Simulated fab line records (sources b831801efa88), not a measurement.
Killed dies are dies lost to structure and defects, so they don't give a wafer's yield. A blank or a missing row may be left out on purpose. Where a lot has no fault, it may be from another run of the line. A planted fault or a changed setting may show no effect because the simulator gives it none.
Comparing a struck lot with a sound one	flow sky130	27 steps out of a route of 708
Sound: these wafers, L232.1, L232.3, L232.4. Struck: wafer L240.6 (L240.2, L240.5, from the same lot, were not struck and are left out); the cause is given at the end.
At each step with rows: each side's tool, then ch and its chambers, then its first start. Under that, the readings that differ: sound wafers	struck wafers	difference of the means	sigmas: that difference in standard deviations of wafers without a fault.
alike: readings whose means differ by less than 2 such deviations, and words and numbers that are the same on both sides. not compared: withheld readings, readings that some wafer has no value for, bounds like >300 that may hide the same value, and numbers for which the record gives no deviation and whose values overlap.
A row with sigmas, a row that says differs or no value, or rows on one side alone: a step with any of these is where the two part. When numbers do not overlap yet have no deviation, they are printed without sigmas and do not part them. A reading that every wafer of one side lacks parts them only if that side has two wafers or more.

SKY_VIA4_ETCH_12: etches SiO2 in C4F8/O2/Ar, stops on TiN, target depth 580 nm.
  sound on rie-diel-03 ch 0,2,3, day 44 21:56; struck on rie-diel-03 ch 1, day 46 15:20
  alike: chamber-pressure-mTorr, oes-product-au
SKY_VIA4_STRIP_13: strips in O2/N2.
  sound on plasma-asher-03 ch 0,1, day 44 22:01; struck on plasma-asher-03 ch 1, day 46 15:25
reading	sound	struck	difference	sigmas
strip-time-to-endpoint-s (s)	12.77 12.78 12.82	12.89	+0.10	+3
  alike: chamber-pressure-mTorr, drypump-motor-current-A, oes-product-au
  not compared: rf-hours-counter-h
then, 5 steps without rows for these wafers: SKY_VIA4_STRIP_14 (strips in post etch residue remover, time 1200 s); SKY_VIA4_CLEAN_15 (cleans in IPA, time 180 s); SKY_VIA4_CLEAN_16 (cleans in O3/DIW); SKY_VIA4_SPUTTER_17 (material TiN, target thk 20 nm, time 80 s); SKY_VIA4_CVD_18 (deposits W, target thk 505 nm, time 152.14 s).
SKY_VIA4_RS_MEAS_19: uses a four-point probe to measure.
  sound on film-metro-02 at day 44 22:49; struck on film-metro-04 at day 46 16:22
  alike: VIA4_W_RS
SKY_VIA4_THK_MEAS_20: measures by xrf.
  sound on film-metro-02 at day 44 22:56; struck on film-metro-04 at day 46 16:28
  alike: VIA4_W_THK
then, 1 step without rows for these wafers: SKY_VIA4_CMP_21 (polishes, stops on SiO2, t overpolish 25 s, target thk 0 nm).
SKY_METAL5_SPUTTER_00: material Ti, target thk 15 nm, time 10 s.
  sound on pvd-sputter-01 at day 44 23:19; struck on pvd-sputter-02 at day 46 16:59
  alike: throttle-valve-pct
SKY_METAL5_SPUTTER_01: material TiN, target thk 20 nm, time 16.7 s.
  sound on pvd-sputter-01 at day 44 23:20; struck on pvd-sputter-02 at day 46 17:00
  alike: throttle-valve-pct
SKY_METAL5_SPUTTER_02: material AlCu, target thk 1150 nm, time 61.2 s.
  sound on pvd-sputter-01 at day 44 23:22; struck on pvd-sputter-02 at day 46 17:02
reading	sound	struck	difference	sigmas
model.AlCu_of_METAL5_SPUTTER_02.thk-nm (nm)	1126 1141 1133	1579	+446	
  alike: throttle-valve-pct
then, 2 steps without rows for these wafers: SKY_METAL5_SPUTTER_03 (material Ti, target thk 5 nm, time 3.3 s); SKY_METAL5_SPUTTER_04 (material TiN, target thk 70 nm, time 58.3 s).
SKY_METAL5_RS_MEAS_05: uses a four-point probe to measure.
  sound on film-metro-02 at day 44 23:29; struck on film-metro-04 at day 46 17:27
reading	sound	struck	difference	sigmas
METAL5_ALCU_RS (ohm/sq)	0.02771 0.02731 0.02756	0.01963	-0.00790	-28
  not compared: hold
SKY_METAL5_THK_MEAS_06: measures by xrf.
  sound on film-metro-02 at day 44 23:37; struck on film-metro-04 at day 46 20:58
reading	sound	struck	difference	sigmas
METAL5_ALCU_THK (nm)	1143 1161 1153	1620	+468	+33
  not compared: hold
then, 6 steps without rows for these wafers: SKY_METAL5_HMDS_08 (prime time 60 s); SKY_METAL5_COAT_09 (resist thk 1800 nm); SKY_METAL5_SOFTBAKE_10 (time 60 s); SKY_METAL5_EXPOSE_11 (exposes mask MM5, target cd 1600 nm); SKY_METAL5_PEB_12; SKY_METAL5_DEVELOP_13 (develop time 60 s).
SKY_METAL5_DESCUM_14: chemistry O2, time 11 s.
  sound on rie-metal-03 ch 0,1, day 45 20:50; struck on rie-metal-02 ch 1, day 47 13:22
  alike: chamber-pressure-mTorr, drypump-motor-current-A, oes-product-au
  not compared: rf-hours-counter-h
SKY_METAL5_METAL_ETCH_15: etches the open film in Cl2/BCl3, stops on SiO2, target depth 1260 nm, time 252 s.
  sound on rie-metal-03 ch 0,1, day 45 20:52; struck on rie-metal-02 ch 1, day 47 13:24
reading	sound	struck	difference	sigmas
oes-product-au (a.u.)	0.900 0.890 0.900	0.994	+0.097	+19
  alike: chamber-pressure-mTorr, drypump-motor-current-A, throttle-valve-pct
  not compared: rf-hours-counter-h
then, 1 step without rows for these wafers: SKY_METAL5_STRIP_16 (strips in O2/N2).
SKY_PAD_OPEN_PROBE_99:
  sound on prober-01 at day 47 17:04; struck on prober-02 at day 49 08:14
reading	sound	struck	difference	sigmas
hold	- - -	await-dispo/3.1h/release	no value on the sound wafers	
defect-limited-yield (%)	83.3 82.7 83.1	0	-83	-44
killed_at_M4_up	1 2 3	423	+421	+99 or more
killed-dies	82 85 83	492	+409	+43
killed-on-rim	20 14 18	96	+79	+22
sort_bin_5_function (%)	10.0 10.6 8.5	93.3	+83.6	+56
sort-n-pass	410 407 409	0	-409	-43
sort-yield-pct (%)	83.3 82.7 83.1	0	-83	-44
  alike: killed_at_M0_to_M3, killed-at-contacts, killed-at-front-end, killed-at-other, killed-open, killed-short, sort_bin_3_pad_short, sort_bin_6_memory

WHERE THEY PART
At SKY_VIA4_STRIP_13 first; at SKY_PAD_OPEN_PROBE_99 last (within this record only).

WHY: the cause the simulator had injected
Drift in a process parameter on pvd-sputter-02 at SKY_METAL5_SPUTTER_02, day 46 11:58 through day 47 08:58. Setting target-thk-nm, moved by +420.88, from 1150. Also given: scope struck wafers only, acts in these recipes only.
